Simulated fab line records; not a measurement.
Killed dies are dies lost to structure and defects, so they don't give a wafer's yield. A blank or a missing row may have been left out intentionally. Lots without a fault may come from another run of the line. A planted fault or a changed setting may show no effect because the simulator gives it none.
Problem report in the 8D (eight disciplines) form, filled by code | flow gf180mcu | the parts of the form that need people (team, actions taken, sign-off) are left out

## 1. WHAT WENT WRONG
oes product au at GF_STI_ETCH_14 reads a mean of 0.723 a.u. on 3 wafers of 3 lots; wafers without a fault read 0.994 a.u. with a standard deviation of 0.011. Measured from the usual mean, that is -25 standard deviations.
The step: etches Si in HBr/Cl2/O2, target depth 360 nm, time 102.9 s.
First observed at day 5 01:40: wafer L529.5, on rie si-01. The record has a number at this step for 36 wafers belonging to 13 lots. The rule behind "out" and "out of limits": a value lying over 4 standard deviations away from the usual mean. All remaining wafers that have a number are taken as sound.

## 2. WHAT IT IS, WHAT IT ISN'T
question                    | is                                 | is not
which readings at this step | oes product au, throttle valve pct | drypump motor current A
which lots                  | L529, L530, L531                   | L515, L516, L518, L519, L520, L522, L523, L525, L536, L537
which wafers of those lots  | L529.5, L530.5, L531.5             | L529.1, L530.2, L531.2
read on which tools         | rie si-01                          | rie si-02
when                        | from day 5 01:40                   | up to then (25 sound wafers); but 8 sound wafers of L530, L531, L536, L537 came after

## 3. THE SUSPECTS, EACH WITH WHAT RULES IT OUT
Counting: if a tool at a process step up to the reading ran every lot that is out, it stays a suspect. Sound lots after the first of them don't rule it out here, since some wafers of a struck lot are sound.
- rie si-01 at GF_STI_ETCH_14 (etches Si in HBr/Cl2/O2, target depth 360 nm, time 102.9 s): kept. It ran every lot that is out, first L529 (day 5 01:40); its last sound lot up to then is L523 (day 3 18:50). Its own oes product au, throttle valve pct readings are out on those wafers.
Remaining after the count: rie si-01 at GF_STI_ETCH_14.

## 4. THE CAUSE (what the simulator had put in)
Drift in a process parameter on rie si-01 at GF_STI_ETCH_14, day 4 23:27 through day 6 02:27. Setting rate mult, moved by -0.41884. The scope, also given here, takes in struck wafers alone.
Only this tool survived the counting.

## 5. THE CHAIN OF EFFECTS, in route order
Each row: a reading whose mean over the struck wafers that have a number lies more than 3 standard deviations from the usual. Only readings whose record carries a usual standard deviation are examined. hours: median over the lots of the time between each lot's start at the first step of this table that gives one and its start at this step. sigmas: the change, counted in usual standard deviations.
hours | step            | reading                  | usual      | on struck wafers | change | sigmas
0     | GF_STI_ETCH_14  | oes product au           | 0.994 a.u. | 0.723            | -0.271 | -25
0     | GF_STI_ETCH_14  | throttle valve pct       | 25.662 %   | 25.835           | +0.173 | +14
0     | GF_STI_STRIP_15 | oes product au           | 0.385 a.u. | 0.404            | +0.019 | +4.0
0     | GF_STI_STRIP_15 | strip time to endpoint s | 3.77 s     | 4.30             | +0.53  | +8.9
Here are the process steps it includes:
- GF_STI_ETCH_14: etches Si in HBr/Cl2/O2, target depth 360 nm, time 102.9 s.
- GF_STI_STRIP_15: strips in O2/N2.
Later steps that measure or inspect, where all struck wafers having a row at the step show a number for every such reading and not one has moved that far: GF_SAB_CD_MEAS_09, GF_V1_THK_MEAS_01.

## 6. HOW IT WOULD HAVE BEEN CAUGHT EARLIER
The fault began at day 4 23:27; the first out-of-limits reading in this record came at day 5 01:40, 2 hours later.
